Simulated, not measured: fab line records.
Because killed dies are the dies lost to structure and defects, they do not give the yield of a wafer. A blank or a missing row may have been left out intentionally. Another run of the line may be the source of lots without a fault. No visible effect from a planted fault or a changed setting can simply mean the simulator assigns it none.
Matching of chambers :: flow sky130 :: 4 sister chambers for SKY_VIA1_CMP_02 on cmp-01
The step polishes SiO2. 8 wafers are shown with their chamber, then 9 later ones without.

WAFERS, EACH WITH ITS CHAMBER
wafer: L529.4
chamber: 1
motor_current_A (A): 11.0

wafer: L540.3
chamber: 0
motor_current_A (A): 13.2

wafer: L540.6
chamber: 3
motor_current_A (A): 12.1

wafer: L541.2
chamber: 3
motor_current_A (A): 12.0

wafer: L541.6
chamber: 0
motor_current_A (A): 12.4

wafer: L546.2
chamber: 2
motor_current_A (A): 10.8

wafer: L546.4
chamber: 1
motor_current_A (A): 11.1

wafer: L546.6
chamber: 2
motor_current_A (A): 11.0

WAFERS MISSING THEIR CHAMBER
wafer: L549.1
motor_current_A (A): 11.6

wafer: L549.2
motor_current_A (A): 11.4

wafer: L549.4
motor_current_A (A): 12.5

wafer: L550.1
motor_current_A (A): 13.0

wafer: L550.3
motor_current_A (A): 10.9

wafer: L550.4
motor_current_A (A): 12.5

wafer: L551.2
motor_current_A (A): 11.5

wafer: L551.5
motor_current_A (A): 11.2

wafer: L551.6
motor_current_A (A): 10.7

WHICH CHAMBER EACH ONE RAN IN
wafer: L549.1
from the rows above: can't be placed: 3 or 1 or 2
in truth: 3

wafer: L549.2
from the rows above: can't be placed: 1 or 2 or 3
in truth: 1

wafer: L549.4
from the rows above: can't be placed: 0 or 3
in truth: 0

wafer: L550.1
from the rows above: 0
in truth: 0

wafer: L550.3
from the rows above: can't be placed: 2 or 1
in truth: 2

wafer: L550.4
from the rows above: can't be placed: 0 or 3
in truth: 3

wafer: L551.2
from the rows above: can't be placed: 1 or 3 or 2
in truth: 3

wafer: L551.5
from the rows above: can't be placed: 1 or 2
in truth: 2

wafer: L551.6
from the rows above: can't be placed: 2 or 1
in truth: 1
Placed correctly: 1 of 9. These rows do not allow placing 8 (true chamber among the candidates in 8). Placed wrongly: 0.
How it was worked out, from the rows above alone: a wafer's distance from a chamber is the root of the sum, over the readings, of the square of ((its reading less the chamber's mean) divided by the reading's scatter). The wafer belongs to the nearest chamber; if the next one is less than 2 further off, it can't be placed. A chamber's mean is the mean of its shown wafers. The scatter: take each reading less its chamber's mean, square it, sum over the shown wafers, divide by the number of wafers less the number of chambers, and take the root.
